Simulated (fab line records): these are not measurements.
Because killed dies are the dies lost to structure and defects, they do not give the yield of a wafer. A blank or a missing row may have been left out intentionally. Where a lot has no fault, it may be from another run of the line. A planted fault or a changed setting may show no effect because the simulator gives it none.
Which tool was responsible? :: flow sky130 :: 6 lots with 18 wafers sampled at 2 steps, on a route of 708 steps

== WHAT THE GAUGES READ, wafer by wafer ==
SKY_METAL1_CD_MEAS_15: target cd 140 nm.
lot: L923
measured: day 32 12:26
on: cd-sem-01
cd-nm (nm): 140.5 138.8 139.9

lot: L926
measured: day 33 10:58
on: cd-sem-02
cd-nm (nm): 139.5 139.4 141.4

lot: L928
measured: day 35 02:03
on: cd-sem-02
cd-nm (nm): 139.8 141.7 138.7

lot: L934
measured: day 36 13:41
on: cd-sem-01
cd-nm (nm): 140.0 140.2 140.1

lot: L938
measured: day 37 14:16
on: cd-sem-01
cd-nm (nm): 140.4 141.0 140.0

lot: L942
measured: day 38 17:52
on: cd-sem-02
cd-nm (nm): 139.0 140.1 139.5

== WHICH TOOL RAN EACH LOT (tool, then ch and the chambers of the sampled wafers, then the start) ==
lot: L923
SKY_CONTACT_CVD_24: cvd-w-02 ch 0,1, day 31 08:28

lot: L926
SKY_CONTACT_CVD_24: cvd-w-02 ch 0,1, day 32 07:47

lot: L928
SKY_CONTACT_CVD_24: cvd-w-02 ch 0,1, day 33 23:38

lot: L934
SKY_CONTACT_CVD_24: cvd-w-01 ch 0,1, day 35 11:16

lot: L938
SKY_CONTACT_CVD_24: cvd-w-02 ch 0,1, day 36 11:34

lot: L942
SKY_CONTACT_CVD_24: cvd-w-02 ch 0,1, day 37 16:26
- SKY_CONTACT_CVD_24: deposits W, target thk 340 nm, time 102.12 s.

== THE ANSWER, worked out from the rows above alone ==
Rule: usual is defined by the lots themselves. Put in order of their means at a reading, lots are off if they are a third of the lots or fewer, leave a main group of 4 or more, and stand apart from it by a gap of 3 or more times the standard deviation of the main group's means; of several such gaps the widest counts. A main group whose means are all the same, to the digits that the tables above print for the reading, isn't used. Also off: a lot with no number at a reading for which 4 or more lots have one. All remaining lots with rows at the step are treated as sound.
None of the lots is off at any reading shown; this tells nothing.

== WHAT HAD BEEN PUT IN BY THE SIMULATOR ==
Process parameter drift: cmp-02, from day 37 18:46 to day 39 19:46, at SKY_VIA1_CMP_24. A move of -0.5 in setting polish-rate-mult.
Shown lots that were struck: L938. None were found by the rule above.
